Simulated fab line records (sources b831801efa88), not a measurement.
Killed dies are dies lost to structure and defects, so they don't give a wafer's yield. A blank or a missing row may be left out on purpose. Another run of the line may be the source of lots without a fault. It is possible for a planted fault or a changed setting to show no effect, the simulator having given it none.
One fault seen from 2 desks | flow sky130 | numbers are kept per desk, each desk with only its own; the story behind them comes last

== THE METROLOGY DESK ==
Means of the sampled wafers that have a number, per lot and without regard to the tool the lot ran on: this is what the gauges read. If a lot's mean is further than 4 standard deviations from the usual mean, the lot is out of limits and carries the mark OUT (the distance appears in the brackets).
Columns: A = cdNm at SKY_FIELD_ISO_CD_MEAS_13, usual 149.6 nm; B = NWELL_RS at SKY_NWELL_RS_MEAS_29, usual 625.1 ohm/sq; C = CONTACT_CVD_00_THK at SKY_CONTACT_THK_MEAS_01, usual 74.8 nm; D = CAP2M_OVL at SKY_CAP2M_OVL_MEAS_12, usual -0.4 nm
lot  | first seen here | A     | B     | C               | D
L517 | day 2 03:58     | 149.0 | 624.1 | 75.1            | 1.4
L519 | day 2 16:14     | 149.2 | 626.7 | 75.1            | 1.1
L521 | day 3 01:14     | 147.6 | 625.8 | 75.0            | -2.8
L522 | day 3 06:49     | 151.1 | 626.8 | 74.5            | -1.0
L523 | day 3 11:58     | 150.5 | 627.0 | 75.4            | -1.0
L524 | day 3 18:11     | 150.5 | 624.7 | 74.0            | -1.0
L529 | day 4 18:31     | 150.1 | 628.0 | 69.8 (-5.4) OUT | -1.5
L532 | day 5 12:07     | 151.2 | 625.2 | 67.2 (-8.2) OUT | 0.4
L533 | day 5 15:46     | 145.6 | 626.0 | 66.0 (-9.5) OUT | -1.6
L535 | day 6 03:08     | 150.3 | 625.8 | 74.6            | 0.7
L536 | day 6 07:13     | 149.5 | 625.5 | 75.2            | 1.1
L540 | day 7 06:08     | 150.8 | 620.4 | 76.2            | 0.5
Finding of this desk: L529, L532, L533 out of limits, first seen on L529 at day 34 17:07 (CONTACT_CVD_00_THK at SKY_CONTACT_THK_MEAS_01). L517, L519, L521, L522, L523, L524, L535, L536, L540 stayed within limits.

== DESK OF THE TOOL OWNER: pecvd-04 ==
The tool's own readings at SKY_CONTACT_CVD_00 (deposits Si3N4, target thk 75 nm): means of the sampled wafers that have a number, for each lot that ran on this tool. If a lot's mean is further than 4 standard deviations from the usual mean, the lot is out of limits and carries the mark OUT (the distance appears in the brackets).
Columns: A = heaterPowerW at SKY_CONTACT_CVD_00, usual 721 W
lot  | first seen here | A
L519 | day 30 23:50    | 779
L522 | day 32 03:50    | 753
L529 | day 34 17:05    | 643
L532 | day 35 10:58    | 633
L533 | day 35 20:59    | 786
This desk found nothing out of limits on any of the 5 lots.

== TAKEN TOGETHER ==
L529, L532, L533 would have let the metrology desk raise an alarm at day 34 17:07.
The tool owner's desk saw nothing out of limits.
On record at the tool owner's desk: L529, L532, L533, within its limits.
SKY_CONTACT_CVD_00 was run on pecvd-04 by each of the lots named.

== WHAT WAS PUT IN BY THE SIMULATOR ==
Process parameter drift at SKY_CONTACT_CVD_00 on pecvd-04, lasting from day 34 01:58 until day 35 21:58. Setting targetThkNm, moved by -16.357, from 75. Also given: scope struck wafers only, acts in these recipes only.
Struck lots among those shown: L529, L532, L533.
Hours from the fault's start to each desk's first reading out of limits: the metrology desk, 15.
